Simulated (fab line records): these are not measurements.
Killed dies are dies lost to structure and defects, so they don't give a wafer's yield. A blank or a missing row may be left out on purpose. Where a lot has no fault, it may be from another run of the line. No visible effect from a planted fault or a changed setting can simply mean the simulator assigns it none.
2 desks looking at one fault ; flow sky130 ; numbers are kept per desk, each desk with only its own; the story behind them comes last

== FOR THE TOOL OWNER'S DESK: iline stepper-02 ==
The tool's own readings at SKY_VT_ADJUST_NCORE_EXPOSE_04 (exposes mask LVTN COMPLEMENT THIN, target cd 380 nm): means of the sampled wafers that have a number, for each lot that ran on this tool. Any lot whose mean is over 4 standard deviations away from the usual mean is out of limits and marked OUT; that distance is given in the brackets.
Columns: A = stage vel mm s at SKY_VT_ADJUST_NCORE_EXPOSE_04, usual 500.00 mm/s
lot;first seen here;A
L764;day 10 04:38;499.91
L767;day 10 21:01;500.00
L768;day 11 04:49;499.99
L770;day 11 11:34;499.84
L771;day 11 17:04;500.24
Result from this desk: across the 5 lots, nothing is out of limits.

== THE METROLOGY DESK ==
What the gauges read for every lot (on any tool): the sampled wafers with a number, averaged. Any lot whose mean is over 4 standard deviations away from the usual mean is out of limits and marked OUT; that distance is given in the brackets.
Columns: A = VT_ADJUST_LVTN_01_OVL at SKY_VT_ADJUST_LVTN_OVL_MEAS_18, usual -0.3 nm; B = VT_ADJUST_LVTN_2_TW at SKY_VT_ADJUST_LVTN_TW_MEAS_21, usual 185.7; C = cd nm at SKY_VT_ADJUST_NCORE_CD_MEAS_07, usual 379.7 nm; D = VT_ADJUST_NCORE_OVL at SKY_VT_ADJUST_NCORE_OVL_MEAS_08, usual 0.3 nm
lot;first seen here;A;B;C;D
L762;day 9 05:04;2.2;181.6;378.9;0.9
L764;day 9 17:20;-2.6;182.4;376.7;0.3
L767;day 10 09:28;-0.5;183.6;376.7;1.6
L768;day 10 17:16;-1.6;185.9;369.0;1.4
L770;day 10 23:58;1.7;186.5;362.6 (-6.4) OUT;0.1
L771;day 11 05:29;0.3;186.0;370.0;-1.1
L779;day 13 08:17;1.2;186.0;379.9;-0.3
This desk's verdict: out of limits on L770, starting with L770 at day 11 23:22 (cd nm at SKY_VT_ADJUST_NCORE_CD_MEAS_07). Within limits: L762, L764, L767, L768, L771, L779.

== TAKEN TOGETHER ==
At day 11 23:22 the metrology desk could have sounded an alarm, on L770.
The tool owner's desk saw nothing out of limits.
On record at the tool owner's desk: L770, within its limits.
All the named lots went through SKY_VT_ADJUST_NCORE_EXPOSE_04 on iline stepper-02.

== WHAT THE SIMULATOR HAD INSERTED ==
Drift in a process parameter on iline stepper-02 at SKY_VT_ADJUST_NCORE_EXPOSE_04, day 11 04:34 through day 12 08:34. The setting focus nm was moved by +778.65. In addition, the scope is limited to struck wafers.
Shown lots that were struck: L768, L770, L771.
Time in hours between the start of the fault and the first out-of-limits reading at each desk: metrology desk, 19.
